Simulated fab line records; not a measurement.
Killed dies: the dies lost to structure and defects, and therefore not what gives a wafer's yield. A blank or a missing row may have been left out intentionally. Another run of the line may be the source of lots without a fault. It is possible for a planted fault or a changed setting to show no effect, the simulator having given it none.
Which tool was responsible?    flow sfq-line    45 wafers from 15 lots sampled at 5 of the route's 325 steps

## WHAT THE GAUGES SHOWED, per wafer
Not one reading of a measure or inspect step in the record can be checked against a usual standard deviation.

## TOOL THAT RAN EACH LOT (tool first, then ch and the chambers of the sampled wafers, then the start)
lot   SFQ_TRILAYER_I4_DEP_PECVD_099    SFQ_TRILAYER_A5C_DEP_PECVD_142   SFQ_TRILAYER_C5_ETCH_VIA_ETCH_154   SFQ_TRILAYER_M6_ETCH_METAL_ETCH_162  SFQ_TRILAYER_M7_STRIP_STRIP_181
L272  pecvd-01 ch 0,1,2, day 40 19:23  pecvd-01 ch 1,2, day 62 08:51    rie-diel-02 ch 1,2,3, day 72 15:38  rie-metal-03 ch 0,1, day 77 09:47    rie-metal-04 ch 0,1, day 82 00:25
L273  pecvd-02 ch 1,2, day 42 07:31    pecvd-04 ch 0,2, day 62 10:03    rie-diel-01 ch 0,1,2, day 72 20:26  rie-metal-03 ch 0,1, day 77 12:13    rie-metal-04 ch 0,1, day 82 03:01
L275  pecvd-01 ch 0,1,2, day 44 07:20  pecvd-02 ch 0,1,2, day 62 20:39  rie-diel-02 ch 1,2,3, day 72 22:50  rie-metal-02 ch 0,1, day 77 15:47    rie-metal-02 ch 0,1, day 82 07:37
L276  pecvd-03 ch 1,2, day 44 07:46    pecvd-01 ch 1,2, day 62 22:34    rie-diel-03 ch 1,2,3, day 73 01:14  rie-metal-02 ch 0,1, day 77 18:11    rie-metal-04 ch 0,1, day 82 11:13
L277  pecvd-01 ch 0,1,2, day 44 12:34  pecvd-04 ch 0,1,2, day 63 02:11  rie-diel-01 ch 1,2,3, day 73 03:38  rie-metal-03 ch 0,1, day 77 21:47    rie-metal-01 ch 0,1, day 82 13:37
L278  pecvd-01 ch 0,1,2, day 44 16:57  pecvd-02 ch 0,1,2, day 63 06:16  rie-diel-03 ch 1,2, day 73 06:02    rie-metal-02 ch 0,1, day 77 23:01    rie-metal-01 ch 0,1, day 86 03:04
L279  pecvd-02 ch 1,2, day 44 18:07    pecvd-01 ch 0,2, day 63 08:41    rie-diel-01 ch 1,2,3, day 73 09:38  rie-metal-03 ch 0,1, day 78 02:37    rie-metal-02 ch 0,1, day 86 06:40
L280  pecvd-01 ch 0,1,2, day 44 20:04  pecvd-04 ch 0,1, day 63 12:16    rie-diel-03 ch 0,1,2, day 73 10:50  rie-metal-03 ch 0,1, day 78 05:01    rie-metal-01 ch 0,1, day 86 11:28
L281  pecvd-02 ch 0,1,2, day 45 00:30  pecvd-01 ch 0,1,2, day 63 17:18  rie-diel-02 ch 1,2,3, day 73 12:02  rie-metal-02 ch 0,1, day 78 06:11    rie-metal-02 ch 0,1, day 86 13:40
L282  pecvd-01 ch 0,1, day 45 02:53    pecvd-04 ch 1,2, day 63 18:15    rie-diel-01 ch 0,2, day 73 13:14    rie-metal-03 ch 0,1, day 78 07:25    rie-metal-04 ch 0,1, day 86 17:28
L283  pecvd-02 ch 0,1,2, day 45 06:28  pecvd-02 ch 1,2, day 63 20:39    rie-diel-03 ch 0,1,3, day 73 15:38  rie-metal-03 ch 0,1, day 78 09:47    rie-metal-01 ch 0,1, day 86 20:56
L284  pecvd-02 ch 1,2, day 46 11:32    pecvd-01 ch 0,1,2, day 65 00:15  rie-diel-03 ch 0,3, day 74 02:26    rie-metal-02 ch 0,1, day 78 15:49    rie-metal-02 ch 0,1, day 87 03:04
L293  pecvd-01 ch 0,1,2, day 48 04:34  pecvd-02 ch 0,1,2, day 66 13:52  rie-diel-02 ch 0,3, day 76 01:25    rie-metal-02 ch 0,1, day 80 16:39    rie-metal-02 ch 0,1, day 88 19:48
L294  pecvd-02 ch 1,2, day 48 09:22    pecvd-01 ch 0,1, day 66 16:16    rie-diel-01 ch 2,3, day 76 04:58    rie-metal-02 ch 0,1, day 80 21:27    rie-metal-01 ch 0,1, day 88 23:24
L295  pecvd-01 ch 0,1, day 49 07:22    pecvd-01 ch 1,2, day 67 00:40    rie-diel-01 ch 0,2,3, day 76 16:58  rie-metal-04 ch 0,1, day 81 00:18    rie-metal-04 ch 0,1, day 89 00:36
- SFQ_TRILAYER_I4_DEP_PECVD_099: deposits SiO2 from SiH4/N2O, time 111.11 s, target thk 500 nm.
- SFQ_TRILAYER_A5C_DEP_PECVD_142: deposits SiO2 from SiH4/N2O, time 15.556 s, target thk 70 nm.
- SFQ_TRILAYER_C5_ETCH_VIA_ETCH_154: etches SiO2 in CHF3, stops on Nb, target depth 84 nm.
- SFQ_TRILAYER_M6_ETCH_METAL_ETCH_162: etches Nb in Cl2/Ar, stops on SiO2, target depth 240 nm, time 120 s.
- SFQ_TRILAYER_M7_STRIP_STRIP_181: strips in O2.

## WHAT THE TOOLS THEMSELVES READ (means of the sampled wafers that have a number; where no wafer has one, the mark that the record gives instead)
SFQ_TRILAYER_I4_DEP_PECVD_099.
lot   tool      heater-power-outer-w (W)  heater-power-w (W)  throttle-valve-pct (%)
L272  pecvd-01  26                        83                  25.3
L273  pecvd-02  23                        64                  26.9
L275  pecvd-01  29                        86                  25.6
L276  pecvd-03  43                        109                 22.8
L277  pecvd-01  28                        84                  25.6
L278  pecvd-01  27                        83                  25.7
L279  pecvd-02  29                        72                  28.0
L280  pecvd-01  32                        91                  25.6
L281  pecvd-02  22                        67                  27.6
L282  pecvd-01  27                        81                  25.7
L283  pecvd-02  25                        70                  27.5
L284  pecvd-02  27                        69                  26.8
L293  pecvd-01  34                        93                  25.8
L294  pecvd-02  28                        70                  27.0
L295  pecvd-01  25                        77                  26.0

SFQ_TRILAYER_A5C_DEP_PECVD_142.
lot   tool      heater-power-outer-w (W)  heater-power-w (W)  throttle-valve-pct (%)
L272  pecvd-01  31                        93                  27.1
L273  pecvd-04  37                        93                  25.1
L275  pecvd-02  22                        67                  24.5
L276  pecvd-01  27                        89                  26.8
L277  pecvd-04  31                        81                  25.4
L278  pecvd-02  25                        71                  24.3
L279  pecvd-01  38                        102                 26.4
L280  pecvd-04  35                        91                  25.2
L281  pecvd-01  29                        86                  26.8
L282  pecvd-04  30                        74                  25.7
L283  pecvd-02  22                        64                  24.0
L284  pecvd-01  32                        90                  26.9
L293  pecvd-02  24                        70                  24.5
L294  pecvd-01  25                        78                  27.4
L295  pecvd-01  23                        80                  27.5

SFQ_TRILAYER_C5_ETCH_VIA_ETCH_154.
lot   tool         drypump-motor-current-A (A)  oes-product-au (a.u.)
L272  rie-diel-02  6.0                          0.901
L273  rie-diel-01  5.9                          0.906
L275  rie-diel-02  6.0                          0.886
L276  rie-diel-03  6.0                          0.898
L277  rie-diel-01  6.0                          0.892
L278  rie-diel-03  5.7                          0.902
L279  rie-diel-01  6.0                          0.894
L280  rie-diel-03  6.0                          0.901
L281  rie-diel-02  6.0                          0.999
L282  rie-diel-01  5.3                          1.002
L283  rie-diel-03  6.3                          0.886
L284  rie-diel-03  6.5                          0.993
L293  rie-diel-02  5.2                          0.902
L294  rie-diel-01  5.5                          0.890
L295  rie-diel-01  5.8                          0.885

SFQ_TRILAYER_M6_ETCH_METAL_ETCH_162.
lot   tool          drypump-motor-current-A (A)  oes-product-au (a.u.)
L272  rie-metal-03  5.3                          0.893
L273  rie-metal-03  5.4                          0.896
L275  rie-metal-02  5.3                          0.889
L276  rie-metal-02  5.4                          0.893
L277  rie-metal-03  5.3                          0.889
L278  rie-metal-02  5.4                          0.904
L279  rie-metal-03  5.4                          0.888
L280  rie-metal-03  5.3                          0.902
L281  rie-metal-02  5.3                          0.889
L282  rie-metal-03  5.4                          0.891
L283  rie-metal-03  5.4                          0.902
L284  rie-metal-02  5.0                          0.888
L293  rie-metal-02  5.0                          0.894
L294  rie-metal-02  5.4                          0.893
L295  rie-metal-04  5.2                          0.892

SFQ_TRILAYER_M7_STRIP_STRIP_181.
lot   tool          drypump-motor-current-A (A)  oes-product-au (a.u.)
L272  rie-metal-04  5.2                          0.992
L273  rie-metal-04  5.2                          0.997
L275  rie-metal-02  5.0                          1.010
L276  rie-metal-04  5.1                          0.996
L277  rie-metal-01  5.5                          0.993
L278  rie-metal-01  5.5                          1.000
L279  rie-metal-02  5.0                          1.009
L280  rie-metal-01  5.7                          0.986
L281  rie-metal-02  5.4                          1.005
L282  rie-metal-04  5.2                          0.995
L283  rie-metal-01  5.6                          1.001
L284  rie-metal-02  5.0                          1.013
L293  rie-metal-02  5.3                          1.005
L294  rie-metal-01  5.7                          0.983
L295  rie-metal-04  5.2                          0.989

## THE ANSWER, worked out from the rows above alone
Rule: the lots themselves supply what counts as usual. The widest of any qualifying gaps counts: lots, ordered by their means at a reading, are off when they make up no more than a third of the lots, leave a main group of 4 or more, and stand apart from it by 3 or more times the standard deviation of that group's means. The tables above print the reading to a certain number of digits; a main group whose means all agree to those digits is not used. A lot without any number at a reading at which 4 lots or more have one is off too. Where the step has rows for the other lots, those lots are counted as sound. Order of review: gauges by route order, followed by the tools' own readings, for which a lot's mean as printed above is used. At the first step where some lot is off, the reading lying furthest off is the one used; lots without a number count as furthest.
Off: L281, L282, L284, at SFQ_TRILAYER_C5_ETCH_VIA_ETCH_154 (oes-product-au). For the main group the mean is 0.895 a.u. and the standard deviation 0.007.
A tool fits if, at that step or a process step before it, it ran every lot that is off, and no sound lot after the first of them. Not one of the candidates tried fits.

## WHAT WAS PUT IN BY THE SIMULATOR
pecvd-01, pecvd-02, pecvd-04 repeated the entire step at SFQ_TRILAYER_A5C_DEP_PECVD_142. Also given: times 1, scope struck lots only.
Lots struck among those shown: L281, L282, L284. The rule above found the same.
